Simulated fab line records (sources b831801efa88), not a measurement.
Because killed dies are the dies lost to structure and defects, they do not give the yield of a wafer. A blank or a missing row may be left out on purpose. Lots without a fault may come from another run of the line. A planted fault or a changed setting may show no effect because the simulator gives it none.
The tool behind it: which one? :: flow sky130 :: Sampling: 13 lots, 39 wafers, 5 of 708 route steps

## WHAT EACH GAUGE READ, for each wafer
SKY_CAPM_THK_MEAS_01.
lot: L235
measured: day 36 04:39
on: film_metro-01
CAPM_CVD_00_THK (nm): 15.35 15.65 15.38

lot: L236
measured: day 36 14:15
on: film_metro-01
CAPM_CVD_00_THK (nm): 15.29 15.54 15.56

lot: L238
measured: day 37 21:20
on: film_metro-04
CAPM_CVD_00_THK (nm): 15.70 15.58 15.75

lot: L247
measured: day 40 06:28
on: film_metro-04
CAPM_CVD_00_THK (nm): 15.67 16.05 15.88

lot: L249
measured: day 40 19:46
on: film_metro-01
CAPM_CVD_00_THK (nm): 15.52 15.34 15.97

lot: L250
measured: day 40 22:05
on: film_metro-01
CAPM_CVD_00_THK (nm): 15.63 15.51 15.69

lot: L251
measured: day 41 03:12
on: film_metro-03
CAPM_CVD_00_THK (nm): 15.38 15.17 15.12

lot: L253
measured: day 42 03:04
on: film_metro-01
CAPM_CVD_00_THK (nm): 14.99 15.73 15.50

lot: L254
measured: day 42 08:25
on: film_metro-04
CAPM_CVD_00_THK (nm): 15.05 15.27 15.56

lot: L255
measured: day 42 13:56
on: film_metro-03
CAPM_CVD_00_THK (nm): 15.28 15.32 15.53

lot: L256
measured: day 42 15:16
on: film_metro-01
CAPM_CVD_00_THK (nm): 15.35 15.74 15.56

lot: L257
measured: day 42 19:55
on: film_metro-04
CAPM_CVD_00_THK (nm): 15.58 15.23 15.33

lot: L258
measured: day 43 07:30
on: film_metro-01
CAPM_CVD_00_THK (nm): 15.20 15.16 15.38

SKY_METAL3_OVL_MEAS_14.
lot: L235
measured: day 38 08:12
on: overlay-02
METAL3_OVL (nm): 14 7 3

lot: L236
measured: day 38 18:21
on: overlay-02
METAL3_OVL (nm): -8 -4 -3

lot: L238
measured: day 40 00:08
on: overlay-02
METAL3_OVL (nm): -2 2 7

lot: L247
measured: day 42 06:43
on: overlay-02
METAL3_OVL (nm): -4 -9 -4

lot: L249
measured: day 42 20:07
on: overlay-01
METAL3_OVL (nm): 0 7 2

lot: L250
measured: day 42 22:52
on: overlay-02
METAL3_OVL (nm): -4 -4 1

lot: L251
measured: day 43 02:18
on: overlay-02
METAL3_OVL (nm): -3 -6 1

lot: L253
measured: day 44 02:28
on: overlay-01
METAL3_OVL (nm): -7 -2 -2

lot: L254
measured: day 44 07:22
on: overlay-01
METAL3_OVL (nm): 9 -2 9

lot: L255
measured: day 44 12:46
on: overlay-02
METAL3_OVL (nm): -6 -2 -3

lot: L256
measured: day 44 13:47
on: overlay-01
METAL3_OVL (nm): -2 -6 -5

lot: L257
measured: day 44 17:27
on: overlay-02
METAL3_OVL (nm): 0 -1 2

lot: L258
measured: day 45 05:25
on: overlay-02
METAL3_OVL (nm): -10 -6 -9

SKY_VIA3_THK_MEAS_01.
lot: L235
measured: day 38 09:22
on: film_metro-03
VIA3_HDPCVD_THK (nm): 1613 1648 1624

lot: L236
measured: day 38 19:28
on: film_metro-04
VIA3_HDPCVD_THK (nm): 1658 1630 1639

lot: L238
measured: day 40 01:16
on: film_metro-04
VIA3_HDPCVD_THK (nm): 1642 1644 658

lot: L247
measured: day 42 07:53
on: film_metro-02
VIA3_HDPCVD_THK (nm): 1621 1614 1621

lot: L249
measured: day 42 21:14
on: film_metro-03
VIA3_HDPCVD_THK (nm): 1613 1622 1621

lot: L250
measured: day 43 00:02
on: film_metro-04
VIA3_HDPCVD_THK (nm): 1605 1643 1643

lot: L251
measured: day 43 03:26
on: film_metro-03
VIA3_HDPCVD_THK (nm): 1610 1623 1604

lot: L253
measured: day 44 03:38
on: film_metro-04
VIA3_HDPCVD_THK (nm): 1609 1610 1628

lot: L254
measured: day 44 08:35
on: film_metro-04
VIA3_HDPCVD_THK (nm): 1619 1642 1632

lot: L255
measured: day 44 14:19
on: film_metro-03
VIA3_HDPCVD_THK (nm): 1631 1643 1659

lot: L256
measured: day 44 15:31
on: film_metro-02
VIA3_HDPCVD_THK (nm): 1640 1648 1620

lot: L257
measured: day 44 19:03
on: film_metro-04
VIA3_HDPCVD_THK (nm): 1646 1631 1658

lot: L258
measured: day 45 06:35
on: film_metro-04
VIA3_HDPCVD_THK (nm): 1653 1646 1644

SKY_VIA3_CD_MEAS_12: target cd 200 nm.
lot: L235
measured: day 39 10:34
on: cd_sem-02
cd_nm (nm): 200.1 198.7 199.7

lot: L236
measured: day 39 20:36
on: cd_sem-01
cd_nm (nm): 198.7 199.2 199.8

lot: L238
measured: day 41 02:14
on: cd_sem-01
cd_nm (nm): 199.5 200.7 200.6

lot: L247
measured: day 43 07:33
on: cd_sem-02
cd_nm (nm): 200.7 199.8 200.3

lot: L249
measured: day 43 20:11
on: cd_sem-02
cd_nm (nm): 200.3 199.8 198.7

lot: L250
measured: day 43 22:49
on: cd_sem-02
cd_nm (nm): 201.2 200.5 201.5

lot: L251
measured: day 44 03:37
on: cd_sem-01
cd_nm (nm): 203.8 201.9 204.5

lot: L253
measured: day 45 02:20
on: cd_sem-02
cd_nm (nm): 198.6 199.9 199.5

lot: L254
measured: day 45 06:50
on: cd_sem-02
cd_nm (nm): 198.6 199.6 198.3

lot: L255
measured: day 45 13:08
on: cd_sem-02
cd_nm (nm): 200.7 200.3 200.1

lot: L256
measured: day 45 13:31
on: cd_sem-02
cd_nm (nm): 199.6 199.9 200.5

lot: L257
measured: day 45 16:36
on: cd_sem-02
cd_nm (nm): 200.7 200.6 202.6

lot: L258
measured: day 46 03:43
on: cd_sem-02
cd_nm (nm): 199.8 198.7 199.1

## EACH LOT AND THE TOOL THAT RAN IT (in order: tool; ch and the chambers of the sampled wafers; start)
lot: L235
SKY_VIA3_HDPCVD_00: hdpcvd-01 ch 0,1,2, day 38 09:12

lot: L236
SKY_VIA3_HDPCVD_00: hdpcvd-01 ch 0,1, day 38 19:18

lot: L238
SKY_VIA3_HDPCVD_00: hdpcvd-01 ch 1,2, day 40 01:05

lot: L247
SKY_VIA3_HDPCVD_00: hdpcvd-02 ch 1,2, day 42 07:43

lot: L249
SKY_VIA3_HDPCVD_00: hdpcvd-01 ch 0,2, day 42 21:04

lot: L250
SKY_VIA3_HDPCVD_00: hdpcvd-01 ch 0,2, day 42 23:49

lot: L251
SKY_VIA3_HDPCVD_00: hdpcvd-02 ch 0,1,2, day 43 03:16

lot: L253
SKY_VIA3_HDPCVD_00: hdpcvd-02 ch 1,2, day 44 03:26

lot: L254
SKY_VIA3_HDPCVD_00: hdpcvd-01 ch 0,1,2, day 44 08:24

lot: L255
SKY_VIA3_HDPCVD_00: hdpcvd-01 ch 0,2, day 44 14:08

lot: L256
SKY_VIA3_HDPCVD_00: hdpcvd-01 ch 0,1,2, day 44 15:25

lot: L257
SKY_VIA3_HDPCVD_00: hdpcvd-01 ch 0,1,2, day 44 18:53

lot: L258
SKY_VIA3_HDPCVD_00: hdpcvd-01 ch 1,2, day 45 06:25
- SKY_VIA3_HDPCVD_00: deposits SiO2, target thk 1635 nm, time 272.5 s.

## WHAT THE TOOLS THEMSELVES READ (means of the sampled wafers that have a number; where no wafer has one, the mark that the record gives instead)
SKY_VIA3_HDPCVD_00.
lot: L235
tool: hdpcvd-01
run_length_s (s): 300.3

lot: L236
tool: hdpcvd-01
run_length_s (s): 300.3

lot: L238
tool: hdpcvd-01
run_length_s (s): 245.4

lot: L247
tool: hdpcvd-02
run_length_s (s): 300.4

lot: L249
tool: hdpcvd-01
run_length_s (s): 300.4

lot: L250
tool: hdpcvd-01
run_length_s (s): 300.2

lot: L251
tool: hdpcvd-02
run_length_s (s): 300.5

lot: L253
tool: hdpcvd-02
run_length_s (s): 300.3

lot: L254
tool: hdpcvd-01
run_length_s (s): 300.2

lot: L255
tool: hdpcvd-01
run_length_s (s): 300.2

lot: L256
tool: hdpcvd-01
run_length_s (s): 300.3

lot: L257
tool: hdpcvd-01
run_length_s (s): 300.1

lot: L258
tool: hdpcvd-01
run_length_s (s): 300.5

## THE ANSWER, worked out from the rows above alone
Rule: the lots themselves supply what counts as usual. Put in order of their means at a reading, lots are off if they are a third of the lots or fewer, leave a main group of 4 or more, and stand apart from it by a gap of 3 or more times the standard deviation of the main group's means; of several such gaps the widest counts. Not used: any main group whose means are identical at the precision the tables above print for the reading. A lot without any number at a reading at which 4 lots or more have one is off too. All remaining lots with rows at the step are treated as sound. Order of review: gauges by route order, followed by the tools' own readings, for which a lot's mean as printed above is used. At the first step where some lot is off, the reading lying furthest off is the one used; lots without a number count as furthest.
Off: L238, at SKY_VIA3_THK_MEAS_01 (VIA3_HDPCVD_THK). Mean 1631 nm and standard deviation 12 in the main group.
A tool fits if, at a process step before that reading, it ran every lot that is off, and no sound lot after the first of them. The gauges at SKY_VIA3_THK_MEAS_01 aren't tried: what is off there is off at SKY_VIA3_HDPCVD_00 too, on other tools, and a gauge's error can't cause that. No candidate that was tried fits.

## WHAT THE SIMULATOR HAD INSERTED
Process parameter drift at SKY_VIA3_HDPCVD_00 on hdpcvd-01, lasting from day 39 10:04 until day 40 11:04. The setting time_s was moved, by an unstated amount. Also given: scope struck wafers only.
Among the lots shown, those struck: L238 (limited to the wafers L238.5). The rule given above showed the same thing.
